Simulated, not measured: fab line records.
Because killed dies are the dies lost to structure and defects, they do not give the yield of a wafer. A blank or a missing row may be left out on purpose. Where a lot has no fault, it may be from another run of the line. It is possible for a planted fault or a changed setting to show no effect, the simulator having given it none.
fab line records	flow sfqLine
record lots=5	wafers=23
route steps=325 shown INCOMING@2 L0V@18 M0@32 I0@47 M1@62 M2@89 I2@107
startH: start of the lot's first displayed wafer, in hours after the record's first day	waitH: time in hours since the lot's previous step	" same as the row above	L1.1+2: a row that stands for several wafers	- either no value or no given start	* or withheld: withheld	< > ~ a bound
route shown NAME@n: names a module that has steps shown in the file, with the first one's number in the route	usual: average and standard deviation across the fault-free wafers	same: alike in all rows	chamber/n: place in a boat	sites: the reading at each site	_std_site: the values' standard deviation	_edge_site: mean of outer sites minus mean of inner sites	radiusMm: how far each site lies from the wafer's centre	mask NAME#n: copy n	behind: tool/chamber where the wafer was last shaped	hold: why the lot was held/for how many hours/how that ended	device: the n, p or np transistor that did not switch	end of line: the tests these same wafers got at the end of their route	step lacking rows: just its recipe	killed: not the wafer's yield, but the dies lost to structure and defects at the first sort	map: the dies of a wafer, with x for killed, . for not killed, _ for no die there
set.NAME: the run value of the setting; set.NAME@STEP: its run value at that earlier step	model.NAME: the simulator's own value behind a step, which no gauge read
lots with deliberately changed settings; one table per step, one row per wafer
## steps
# step SFQ_TRILAYER_INCOMING_OXIDATION_002
# recipe tempC=1000	ambient=H2O	targetThkA=5000	pH2oTorr=720	oxTimeS=4939
lot.wafer	tool	chamber	startH	waitH	set.oxTimeS	model.SiO2_of_TRILAYER_INCOMING_OXIDATION_002.thkNm
L074.1	-	-	-	0.1	4637	462.9
L074.2	"	-	"	"	4637	465.4
L074.4	"	-	"	"	4637	462.4
L074.5	"	-	"	"	4637	467
L074.6	"	-	"	"	4637	468.8
L075.1	-	-	-	0.1	5627	539.5
L075.2	"	-	"	"	5627	549.8
L075.3	"	-	"	"	5627	550.2
L075.4	"	-	"	"	5627	550.8
L075.5	"	-	"	"	5627	543.5
L076.2	-	-	-	0.1	4939	491.5
L076.3	"	-	"	"	4939	474.8
L076.4	"	-	"	"	4939	482
L076.5	"	-	"	"	4939	485.3
L076.6	"	-	"	"	4939	484.5
L078.1	furnace-02	0	30.17	0.1	4939	489.2
L078.4	"	0	"	"	4939	491
L078.5	"	0	"	"	4939	496
L083.1	-	-	-	0.1	4427	462.3
L083.2	"	-	"	"	4427	463.7
L083.3	"	-	"	"	4427	464.2
L083.4	"	-	"	"	4427	455.1
L083.5	"	-	"	"	4427	463.1
# step SFQ_TRILAYER_L0_VIA_LITHO_COAT_013
# recipe resist=KrF	spinRpm=3000	resistThkNm=650
lot.wafer	tool	chamber	startH	waitH	set.spinRpm	model.KrF_of_TRILAYER_L0_VIA_LITHO_COAT_013.thkNm
L074.1	lithoTrack-02	0	71.78	0.2	3000	649.8
L074.2	"	0	"	"	3000	651
L074.4	"	0	"	"	3000	650
L074.5	"	0	"	"	3000	649.4
L074.6	"	0	"	"	3000	650.3
L075.1+4	lithoTrack-02	0	78.98	0.2	2875	664.4
L075.2	"	0	"	"	2875	664.9
L075.3	"	0	"	"	3000	648.3
L075.5	"	0	"	"	3000	649.3
L076.2	lithoTrack-04	0	84.13	0.2	2786	672.4
L076.3	"	0	"	"	2786	674.8
L076.4	"	0	"	"	3000	650.9
L076.5	"	0	"	"	2786	675.9
L076.6	"	0	"	"	3000	649.3
L078.1	lithoTrack-04	0	97.85	0.2	3000	649.4
L078.4	"	0	"	"	3000	647.5
L078.5	"	0	"	"	3000	648.6
L083.1	lithoTrack-04	0	131.74	0.2	2874	660.6
L083.2	"	0	"	"	2874	661.5
L083.3	"	0	"	"	3000	648.7
L083.4	"	0	"	"	2874	663.2
L083.5	"	0	"	"	3000	647.5
# step SFQ_TRILAYER_M0_LITHO_COAT_026
# recipe resist=BARC	spinRpm=3000	resistThkNm=62
lot.wafer	tool	chamber	startH	waitH	set.resistThkNm	model.BARC_of_TRILAYER_M0_LITHO_COAT_026.thkNm
L074.1+6	lithoTrack-03	0	145.96	0.1	62	61.85
L074.2	"	0	"	"	62	62.11
L074.4	"	0	"	"	62	61.86
L074.5	"	0	"	"	62	61.88
L075.1	lithoTrack-03	0	155.56	0.1	60.52	60.6
L075.2	"	0	"	"	60.52	60.62
L075.3	"	0	"	"	62	62.05
L075.4	"	0	"	"	62	62.13
L075.5	"	0	"	"	62	61.84
L076.2	lithoTrack-01	0	161.62	0.1	62	62.04
L076.3	"	0	"	"	65.47	65.45
L076.4+6	"	0	"	"	65.47	65.48
L076.5	"	0	"	"	62	62.06
L078.1	lithoTrack-02	0	181.58	0.1	62	62.08
L078.4+5	"	0	"	"	62	61.91
L083.1	lithoTrack-03	0	217.65	0.1	59.08	59.02
L083.2	"	0	"	"	62	61.75
L083.3	"	0	"	"	59.08	58.98
L083.4	"	0	"	"	62	62.04
L083.5	"	0	"	"	59.08	58.97
# step SFQ_TRILAYER_M0_LITHO_EXPOSE_022
# recipe maskId=M0	na=0.6	sourceShape=conventional	sigmaOuter=0.65	targetCdNm=500	doseMj=14.4
lot.wafer	tool	chamber	startH	waitH	mask	set.doseMj
L074.1+2+4+5+6	krfScanner-01	0	236.56	-	M0#0	14.4
L075.1+3+4	krfScanner-01	0	248.56	-	M0#0	13.8
L075.2+5	"	0	"	"	M0#0	14.4
L076.2+3+4+5+6	krfScanner-01	0	254.76	-	M0#0	14.4
L078.1+4+5	krfScanner-01	0	281.13	-	M0#0	14.4
L083.1+3	krfScanner-02	0	321.92	-	M0#0	14.4
L083.2+4+5	"	0	"	"	M0#0	13.91
# step SFQ_TRILAYER_M0_LITHO_PEB_024
# recipe pebTempC=115	pebTimeS=60	resist=KrF
# step SFQ_TRILAYER_M0_LITHO_DEVELOP_023
# recipe timeS=60	resist=KrF
# step SFQ_TRILAYER_M0_BARC_OPEN_METAL_ETCH_031
# recipe maskMaterial=PR	chemistry=O2	targetDepthNm=125	target=BARC	icpW=600	biasW=80	pressureMtorr=10	timeS=41.7
lot.wafer	tool	chamber	startH	waitH	set.resistThkNm@TRILAYER_M0_LITHO_COAT_026	set.doseMj@TRILAYER_M0_LITHO_EXPOSE_022	model.M0.cdNm	model.etch.depthNm
L074.1	rieMetal-01	0	238.10	0.0	62	14.4	499.8	61.85
L074.2	"	1	"	"	62	14.4	500.5	62.11
L074.4	"	1	"	"	62	14.4	499.5	61.86
L074.5	"	1	"	"	62	14.4	500.2	61.88
L074.6	"	0	"	"	62	14.4	500.2	61.85
L075.1	rieMetal-01	1	250.10	0.0	60.52	13.8	508.5	60.6
L075.2	"	0	"	"	60.52	14.4	502.4	60.62
L075.3	"	0	"	"	62	13.8	509.1	62.05
L075.4	"	1	"	"	62	13.8	509.7	-
L075.5	"	1	"	"	62	14.4	502.8	-
L076.2	rieMetal-04	0	256.10	0.0	62	14.4	498.2	-
L076.3	"	1	"	"	65.47	14.4	502.1	65.45
L076.4	"	0	"	"	65.47	14.4	498.8	65.48
L076.5	"	1	"	"	62	14.4	501.7	-
L076.6	"	0	"	"	65.47	14.4	498.6	65.48
L078.1	rieMetal-04	1	282.67	0.0	62	14.4	500.9	62.08
L078.4	"	0	"	"	62	14.4	497.7	61.91
L078.5	"	1	"	"	62	14.4	499.4	61.91
L083.1	rieMetal-02	1	323.46	0.0	59.08	14.4	500.3	59.02
L083.2	"	0	"	"	62	13.91	503.7	61.75
L083.3	"	0	"	"	59.08	14.4	498.5	58.98
L083.4	"	1	"	"	62	13.91	505.4	62.04
L083.5	"	1	"	"	59.08	13.91	505.8	58.97
# step SFQ_TRILAYER_I0_VIA_LITHO_COAT_036
# recipe resist=BARC	spinRpm=3000	resistThkNm=62
lot.wafer	tool	chamber	startH	waitH	set.resistThkNm	model.BARC_of_TRILAYER_I0_VIA_LITHO_COAT_036.thkNm
L074.1	lithoTrack-01	0	243.46	1.0	63.95	63.83
L074.2	"	0	"	"	62	61.85
L074.4	"	0	"	"	62	61.75
L074.5	"	0	"	"	63.95	63.98
L074.6	"	0	"	"	62	61.97
L075.1	lithoTrack-04	0	255.46	1.0	62	62.26
L075.2	"	0	"	"	60.07	60.44
L075.3	"	0	"	"	62	62.24
L075.4	"	0	"	"	60.07	60.31
L075.5	"	0	"	"	62	62.21
L076.2+5	lithoTrack-01	0	261.51	0.8	62	61.8
L076.3	"	0	"	"	62	61.75
L076.4	"	0	"	"	62	62.09
L076.6	"	0	"	"	62	61.83
L078.1	lithoTrack-03	0	288.07	1.0	62	61.67
L078.4	"	0	"	"	62	61.77
L078.5	"	0	"	"	62	61.73
L083.1	lithoTrack-04	0	328.82	1.0	62	61.74
L083.2	"	0	"	"	62	62.05
L083.3+5	"	0	"	"	62	61.79
L083.4	"	0	"	"	62	61.87
# step SFQ_TRILAYER_I0_VIA_LITHO_COAT_031
# recipe resist=KrF	spinRpm=3000	resistThkNm=650
# step SFQ_TRILAYER_I0_VIA_LITHO_SOFTBAKE_035
# recipe tempC=withheld	timeS=withheld	resist=KrF
# step SFQ_TRILAYER_I0_VIA_LITHO_DEVELOP_033
# recipe timeS=60	resist=KrF
# step SFQ_TRILAYER_I0_VIA_BARC_OPEN_VIA_ETCH_046
# recipe maskMaterial=PR	chemistry=O2	targetDepthNm=125	target=BARC	sourceW=500	biasW=78.42	pressureMtorr=30	timeS=41.7
lot.wafer	tool	chamber	startH	waitH	set.resistThkNm@TRILAYER_I0_VIA_LITHO_COAT_036	model.etch.depthNm
L074.1	rieDiel-02	0	252.74	0.0	63.95	63.83
L074.2	"	3	"	"	62	61.85
L074.4	"	1	"	"	62	61.75
L074.5	"	1	"	"	63.95	63.98
L074.6	"	0	"	"	62	61.97
L075.1	rieDiel-02	3	259.39	0.0	62	62.26
L075.2	"	0	"	"	60.07	60.44
L075.3	"	2	"	"	62	62.24
L075.4	"	1	"	"	60.07	-
L075.5	"	0	"	"	62	-
L076.2+5	rieDiel-02	0,2	341.58	0.0	62	-
L076.3	"	1	"	"	62	61.75
L076.4	"	3	"	"	62	62.09
L076.6	"	3	"	"	62	61.83
L078.1	rieDiel-03	1	400.51	0.0	62	61.67
L078.4	"	1	"	"	62	61.77
L078.5	"	0	"	"	62	61.73
L083.1	rieDiel-02	3	454.88	0.0	62	61.74
L083.2	"	2	"	"	62	62.05
L083.3+5	"	1,3	"	"	62	61.79
L083.4	"	0	"	"	62	61.87
# step SFQ_TRILAYER_M1_LITHO_COAT_044
# recipe resist=BARC	spinRpm=3000	resistThkNm=62
lot.wafer	tool	chamber	startH	waitH	set.resistThkNm	model.BARC_of_TRILAYER_M1_LITHO_COAT_044.thkNm
L074.1	lithoTrack-04	0	253.96	0.1	62	62.3
L074.2	"	0	"	"	64.33	64.52
L074.4	"	0	"	"	62	62.23
L074.5	"	0	"	"	64.33	64.5
L074.6	"	0	"	"	64.33	64.31
L075.1	lithoTrack-02	0	260.62	0.1	62	62.24
L075.2+5	"	0	"	"	62	62.12
L075.3	"	0	"	"	62	62.13
L075.4	"	0	"	"	62	61.85
L076.2	lithoTrack-02	0	342.86	0.1	62	61.82
L076.3	"	0	"	"	62	61.59
L076.4	"	0	"	"	58.61	58.37
L076.5	"	0	"	"	58.61	58.35
L076.6	"	0	"	"	58.61	58.43
L078.1	lithoTrack-04	0	401.74	0.1	62	61.8
L078.4	"	0	"	"	62	61.71
L078.5	"	0	"	"	62	61.86
L083.1	lithoTrack-01	0	456.12	0.1	62	62.13
L083.2	"	0	"	"	62	62.2
L083.3	"	0	"	"	62	62.04
L083.4	"	0	"	"	62	62.17
L083.5	"	0	"	"	62	62.12
# step SFQ_TRILAYER_M1_LITHO_EXPOSE_040
# recipe maskId=M1	na=0.6	sourceShape=conventional	sigmaOuter=0.65	targetCdNm=500	doseMj=14.4
lot.wafer	tool	chamber	startH	waitH	mask	set.doseMj
L074.1+2+4	krfScanner-01	0	326.85	-	M1#0	14.04
L074.5+6	"	0	"	"	M1#0	14.4
L075.1+4	krfScanner-01	0	328.05	-	M1#0	14.11
L075.2+3+5	"	0	"	"	M1#0	14.4
L076.2+3+6	krfScanner-02	0	345.80	-	M1#0	15.19
L076.4+5	"	0	"	"	M1#0	14.4
L078.1+4+5	krfScanner-02	0	549.37	-	M1#0	14.4
L083.1+4	krfScanner-01	0	618.07	-	M1#0	14.4
L083.2+3+5	"	0	"	"	M1#0	15.22
# step SFQ_TRILAYER_M1_LITHO_PEB_042
# recipe pebTempC=115	pebTimeS=60	resist=KrF
# step SFQ_TRILAYER_M1_LITHO_DEVELOP_041
# recipe timeS=60	resist=KrF
# step SFQ_TRILAYER_M1_BARC_OPEN_METAL_ETCH_054
# recipe maskMaterial=PR	chemistry=O2	targetDepthNm=125	target=BARC	icpW=600	biasW=80	pressureMtorr=10	timeS=41.7
lot.wafer	tool	chamber	startH	waitH	set.resistThkNm@TRILAYER_M1_LITHO_COAT_044	set.doseMj@TRILAYER_M1_LITHO_EXPOSE_040	model.M1.cdNm	model.etch.depthNm
L074.1	rieMetal-03	0	328.38	0.0	62	14.04	502.8	62.3
L074.2	"	1	"	"	64.33	14.04	504.2	64.52
L074.4	"	0	"	"	62	14.04	502	62.23
L074.5	"	1	"	"	64.33	14.4	499.8	64.5
L074.6	"	0	"	"	64.33	14.4	499.2	64.31
L075.1	rieMetal-04	1	329.58	0.0	62	14.11	503.1	62.24
L075.2	"	0	"	"	62	14.4	499.1	62.12
L075.3	"	0	"	"	62	14.4	498	62.13
L075.4	"	1	"	"	62	14.11	502	-
L075.5	"	1	"	"	62	14.4	498.9	-
L076.2	rieMetal-04	0	347.13	0.0	62	15.19	489.8	-
L076.3	"	0	"	"	62	15.19	489.2	61.59
L076.4	"	1	"	"	58.61	14.4	500.6	58.37
L076.5	"	1	"	"	58.61	14.4	500.4	-
L076.6	"	0	"	"	58.61	15.19	490.9	58.43
L078.1	rieMetal-02	1	550.91	0.0	62	14.4	499.4	61.8
L078.4	"	0	"	"	62	14.4	499.2	61.71
L078.5	"	0	"	"	62	14.4	498.9	61.86
L083.1	rieMetal-04	0	619.60	0.0	62	14.4	499.1	62.13
L083.2	"	1	"	"	62	15.22	489.8	62.2
L083.3	"	0	"	"	62	15.22	490.9	62.04
L083.4	"	1	"	"	62	14.4	498.6	62.17
L083.5	"	0	"	"	62	15.22	491.5	62.12
# step SFQ_TRILAYER_M1_ETCH_METAL_ETCH_042
# recipe target=Nb	stopOn=SiO2	maskMaterial=PR	chemistry=Cl2/Ar	targetDepthNm=240	icpW=617.6	biasW=80	pressureMtorr=10	timeS=120
lot.wafer	tool	chamber	startH	waitH	set.doseMj@TRILAYER_M1_LITHO_EXPOSE_040	model.M1.cdNm
L074.1	rieMetal-03	0	328.44	0.0	14.04	503.9
L074.2	"	1	"	"	14.04	504.1
L074.4	"	0	"	"	14.04	501.9
L074.5	"	1	"	"	14.4	500.1
L074.6	"	0	"	"	14.4	499.3
L075.1+4	rieMetal-04	1	329.64	0.0	14.11	501.6
L075.2	"	0	"	"	14.4	495.5
L075.3	"	0	"	"	14.4	495.4
L075.5	"	1	"	"	14.4	498.7
L076.2+3	rieMetal-04	0	347.19	0.0	15.19	487.5
L076.4	"	1	"	"	14.4	499.6
L076.5	"	1	"	"	14.4	500.5
L076.6	"	0	"	"	15.19	488.4
L078.1	rieMetal-02	1	550.96	0.0	14.4	494.2
L078.4	"	0	"	"	14.4	497.5
L078.5	"	0	"	"	14.4	498
L083.1	rieMetal-04	0	619.66	0.0	14.4	499.7
L083.2	"	1	"	"	15.22	489.8
L083.3	"	0	"	"	15.22	490.9
L083.4	"	1	"	"	14.4	497.8
L083.5	"	0	"	"	15.22	491
# step SFQ_TRILAYER_M2_DEP_SPUTTER_055
# recipe material=Nb	basePressurePa=1.33e-06	chamberPressurePa=0.1333	substrateTempC=20	resputterCathodeVoltageV=400	targetThkNm=200	powerW=2000	timeS=133.3
lot.wafer	tool	chamber	startH	waitH	set.powerW	model.Nb_of_TRILAYER_M2_DEP_SPUTTER_055.thkNm
L074.1	pvdSputter-03	-	476.36	0.0	2000	202.3
L074.2	"	-	"	"	2075	212.1
L074.4	"	-	"	"	2075	213
L074.5	"	-	"	"	2000	199.3
L074.6	"	-	"	"	2000	206
L075.1	pvdSputter-04	-	477.60	0.0	2000	195.4
L075.2	"	-	"	"	2000	198.2
L075.3	"	-	"	"	2000	197.8
L075.4	"	-	"	"	1844	182.8
L075.5	"	-	"	"	1844	183.3
L076.2	pvdSputter-05	-	479.13	0.0	2160	213
L076.3	"	-	"	"	2000	197.4
L076.4	"	-	"	"	2000	201.3
L076.5	"	-	"	"	2160	219.4
L076.6	"	-	"	"	2000	198.1
L078.1	pvdSputter-03	-	561.91	0.0	2000	197.9
L078.4	"	-	"	"	2000	203.4
L078.5	"	-	"	"	2000	197.3
L083.1	pvdSputter-03	-	630.40	0.0	2000	204.1
L083.2	"	-	"	"	2000	197.2
L083.3	"	-	"	"	2000	201.7
L083.4	"	-	"	"	2000	198
L083.5	"	-	"	"	2000	202.4
# step SFQ_M2_RS_MEAS_914
# recipe thkMeasGauge=four-point-probe	reads=Nb_of_TRILAYER_M2_DEP_SPUTTER_055
# usual M2_NB_RS=0.894/0.014
lot.wafer	tool	chamber	startH	waitH	set.powerW@TRILAYER_M2_DEP_SPUTTER_055	M2_NB_RS[ohm/sq]
L074.1	filmMetro-01	-	476.45	0.0	2000	0.883
L074.2	"	-	"	"	2075	0.840
L074.4	"	-	"	"	2075	0.836
L074.5	"	-	"	"	2000	0.894
L074.6	"	-	"	"	2000	0.864
L075.1	filmMetro-03	-	477.69	0.0	2000	0.910
L075.2	"	-	"	"	2000	0.895
L075.3	"	-	"	"	2000	0.897
L075.4	"	-	"	"	1844	0.974
L075.5	"	-	"	"	1844	0.970
L076.2	filmMetro-01	-	479.24	0.1	2160	0.835
L076.3	"	-	"	"	2000	0.905
L076.4	"	-	"	"	2000	0.887
L076.5	"	-	"	"	2160	0.811
L076.6	"	-	"	"	2000	0.900
L078.1	filmMetro-03	-	562.00	0.0	2000	0.897
L078.4	"	-	"	"	2000	0.873
L078.5	"	-	"	"	2000	0.902
L083.1	filmMetro-03	-	630.49	0.0	2000	0.873
L083.2	"	-	"	"	2000	0.901
L083.3	"	-	"	"	2000	0.882
L083.4	"	-	"	"	2000	0.899
L083.5	"	-	"	"	2000	0.877
# step SFQ_TRILAYER_M2_LITHO_EXPOSE_058
# recipe maskId=M2	na=0.6	sourceShape=conventional	sigmaOuter=0.65	targetCdNm=500	doseMj=14.4
lot.wafer	tool	chamber	startH	waitH	mask	set.doseMj
L074.1+2+6	krfScanner-01	0	639.67	-	M2#0	13.74
L074.4+5	"	0	"	"	M2#0	14.4
L075.1+3+4	krfScanner-01	0	640.87	-	M2#0	14.4
L075.2+5	"	0	"	"	M2#0	14.87
L076.2+3+4	krfScanner-01	0	642.27	-	M2#0	14.4
L076.5+6	"	0	"	"	M2#0	15.07
L078.1+4+5	krfScanner-02	0	722.82	-	M2#0	14.4
L083.1+5	krfScanner-02	0	776.51	-	M2#0	14.4
L083.2+3+4	"	0	"	"	M2#0	14.83
# step SFQ_TRILAYER_M2_LITHO_PEB_060
# recipe pebTempC=115	pebTimeS=60	resist=KrF
# step SFQ_TRILAYER_M2_LITHO_DEVELOP_059
# recipe timeS=60	resist=KrF
# step SFQ_TRILAYER_M2_BARC_OPEN_METAL_ETCH_077
# recipe maskMaterial=PR	chemistry=O2	targetDepthNm=125	target=BARC	icpW=600	biasW=80	pressureMtorr=10	timeS=41.7
lot.wafer	tool	chamber	startH	waitH	set.doseMj@TRILAYER_M2_LITHO_EXPOSE_058	model.M2.cdNm
L074.1	rieMetal-01	0	641.20	0.0	13.74	506.6
L074.2	"	1	"	"	13.74	507.1
L074.4	"	0	"	"	14.4	498.4
L074.5	"	1	"	"	14.4	499.5
L074.6	"	0	"	"	13.74	505.6
L075.1	rieMetal-04	1	642.40	0.0	14.4	500.4
L075.2	"	0	"	"	14.87	497.1
L075.3	"	0	"	"	14.4	502.7
L075.4	"	1	"	"	14.4	499.5
L075.5	"	0	"	"	14.87	495.5
L076.2+4	rieMetal-02	0	643.60	0.0	14.4	500.4
L076.3	"	1	"	"	14.4	500.6
L076.5	"	0	"	"	15.07	492.8
L076.6	"	1	"	"	15.07	493
L078.1	rieMetal-04	0	724.36	0.0	14.4	497.9
L078.4	"	1	"	"	14.4	498.1
L078.5	"	1	"	"	14.4	499.8
L083.1+5	rieMetal-01	0,1	778.05	0.0	14.4	498.5
L083.2	"	1	"	"	14.83	494.1
L083.3	"	0	"	"	14.83	492.1
L083.4	"	1	"	"	14.83	493.7
# step SFQ_TRILAYER_M2_ETCH_METAL_ETCH_060
# recipe target=Nb	stopOn=SiO2	maskMaterial=PR	chemistry=Cl2/Ar	targetDepthNm=240	icpW=600	biasW=80	pressureMtorr=10	timeS=120
# usual oesProductAu=0.892/0.0097
lot.wafer	tool	chamber	startH	waitH	set.powerW@TRILAYER_M2_DEP_SPUTTER_055	oesProductAu
L074.1	rieMetal-01	0	641.26	0.0	2000	0.901
L074.2	"	1	"	"	2075	0.937
L074.4	"	0	"	"	2075	0.930
L074.5	"	1	"	"	2000	0.887
L074.6	"	0	"	"	2000	0.916
L075.1	rieMetal-04	1	642.46	0.0	2000	0.885
L075.2	"	0	"	"	2000	0.891
L075.3	"	0	"	"	2000	0.890
L075.4	"	1	"	"	1844	0.850
L075.5	"	0	"	"	1844	0.859
L076.2	rieMetal-02	0	643.66	0.0	2160	0.934
L076.3	"	1	"	"	2000	0.881
L076.4	"	0	"	"	2000	0.903
L076.5	"	0	"	"	2160	0.943
L076.6	"	1	"	"	2000	0.890
L078.1	rieMetal-04	0	724.42	0.0	2000	0.897
L078.4	"	1	"	"	2000	0.899
L078.5	"	1	"	"	2000	0.891
L083.1	rieMetal-01	0	778.11	0.0	2000	0.906
L083.2	"	1	"	"	2000	0.888
L083.3	"	0	"	"	2000	0.895
L083.4	"	1	"	"	2000	0.881
L083.5	"	1	"	"	2000	0.904
# step SFQ_TRILAYER_I2_VIA_LITHO_COAT_072
# recipe resist=BARC	spinRpm=3000	resistThkNm=62
lot.wafer	tool	chamber	startH	waitH	set.resistThkNm	model.BARC_of_TRILAYER_I2_VIA_LITHO_COAT_072.thkNm
L074.1	lithoTrack-04	0	646.56	1.0	59.41	59.43
L074.2	"	0	"	"	62	62.01
L074.4	"	0	"	"	59.41	59.38
L074.5	"	0	"	"	62	61.93
L074.6	"	0	"	"	59.41	59.55
L075.1	lithoTrack-04	0	648.36	1.0	62	62.33
L075.2	"	0	"	"	59.26	59.1
L075.3	"	0	"	"	62	61.89
L075.4	"	0	"	"	59.26	59.4
L075.5	"	0	"	"	59.26	59.19
L076.2+5	lithoTrack-01	0	649.61	0.8	62	62.5
L076.3	"	0	"	"	64.67	64.9
L076.4	"	0	"	"	62	62.18
L076.6	"	0	"	"	64.67	65.1
L078.1	lithoTrack-04	0	729.72	1.0	62	61.71
L078.4	"	0	"	"	62	61.89
L078.5	"	0	"	"	62	61.84
L083.1	lithoTrack-01	0	795.52	1.0	62	62.26
L083.2	"	0	"	"	65.01	65.26
L083.3	"	0	"	"	65.01	65.17
L083.4	"	0	"	"	62	62.32
L083.5	"	0	"	"	65.01	65.3
## key
split step=SFQ_TRILAYER_INCOMING_OXIDATION_002	setting=oxTimeS	stated=4939	by=lot
response step=SFQ_TRILAYER_INCOMING_OXIDATION_002	reading=model.SiO2_of_TRILAYER_INCOMING_OXIDATION_002.thkNm	change=+3.66	per=1%	r=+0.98
split step=SFQ_TRILAYER_L0_VIA_LITHO_COAT_013	setting=spinRpm	stated=3000	by=wafer
response step=SFQ_TRILAYER_L0_VIA_LITHO_COAT_013	reading=model.KrF_of_TRILAYER_L0_VIA_LITHO_COAT_013.thkNm	change=-3.45	per=1%	r=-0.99
split step=SFQ_TRILAYER_M0_LITHO_COAT_026	setting=resistThkNm	stated=62	by=wafer
response step=SFQ_TRILAYER_M0_LITHO_COAT_026	reading=model.BARC_of_TRILAYER_M0_LITHO_COAT_026.thkNm	change=+0.611	per=1%	r=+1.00
response step=SFQ_TRILAYER_M0_BARC_OPEN_METAL_ETCH_031	reading=model.etch.depthNm	change=+0.616	per=1%	r=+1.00
split step=SFQ_TRILAYER_M0_LITHO_EXPOSE_022	setting=doseMj	stated=14.4	by=wafer
response step=SFQ_TRILAYER_M0_BARC_OPEN_METAL_ETCH_031	reading=model.M0.cdNm	change=-1.6	per=1%	r=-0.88
split step=SFQ_TRILAYER_I0_VIA_LITHO_COAT_036	setting=resistThkNm	stated=62	by=wafer
response step=SFQ_TRILAYER_I0_VIA_LITHO_COAT_036	reading=model.BARC_of_TRILAYER_I0_VIA_LITHO_COAT_036.thkNm	change=+0.626	per=1%	r=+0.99
response step=SFQ_TRILAYER_I0_VIA_BARC_OPEN_VIA_ETCH_046	reading=model.etch.depthNm	change=+0.627	per=1%	r=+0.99
split step=SFQ_TRILAYER_M1_LITHO_COAT_044	setting=resistThkNm	stated=62	by=wafer
response step=SFQ_TRILAYER_M1_LITHO_COAT_044	reading=model.BARC_of_TRILAYER_M1_LITHO_COAT_044.thkNm	change=+0.599	per=1%	r=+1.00
response step=SFQ_TRILAYER_M1_BARC_OPEN_METAL_ETCH_054	reading=model.etch.depthNm	change=+0.582	per=1%	r=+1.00
split step=SFQ_TRILAYER_M1_LITHO_EXPOSE_040	setting=doseMj	stated=14.4	by=wafer
response step=SFQ_TRILAYER_M1_BARC_OPEN_METAL_ETCH_054	reading=model.M1.cdNm	change=-1.66	per=1%	r=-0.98
response step=SFQ_TRILAYER_M1_ETCH_METAL_ETCH_042	reading=model.M1.cdNm	change=-1.83	per=1%	r=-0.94
split step=SFQ_TRILAYER_M2_DEP_SPUTTER_055	setting=powerW	stated=2000	by=wafer
response step=SFQ_TRILAYER_M2_DEP_SPUTTER_055	reading=model.Nb_of_TRILAYER_M2_DEP_SPUTTER_055.thkNm	change=+2.06	per=1%	r=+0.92
response step=SFQ_M2_RS_MEAS_914	reading=M2_NB_RS	change=-0.00942	per=1%	r=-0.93
response step=SFQ_TRILAYER_M2_ETCH_METAL_ETCH_060	reading=oesProductAu	change=+0.00556	per=1%	r=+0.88
split step=SFQ_TRILAYER_M2_LITHO_EXPOSE_058	setting=doseMj	stated=14.4	by=wafer
response step=SFQ_TRILAYER_M2_BARC_OPEN_METAL_ETCH_077	reading=model.M2.cdNm	change=-1.61	per=1%	r=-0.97
split step=SFQ_TRILAYER_I2_VIA_LITHO_COAT_072	setting=resistThkNm	stated=62	by=wafer
response step=SFQ_TRILAYER_I2_VIA_LITHO_COAT_072	reading=model.BARC_of_TRILAYER_I2_VIA_LITHO_COAT_072.thkNm	change=+0.617	per=1%	r=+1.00
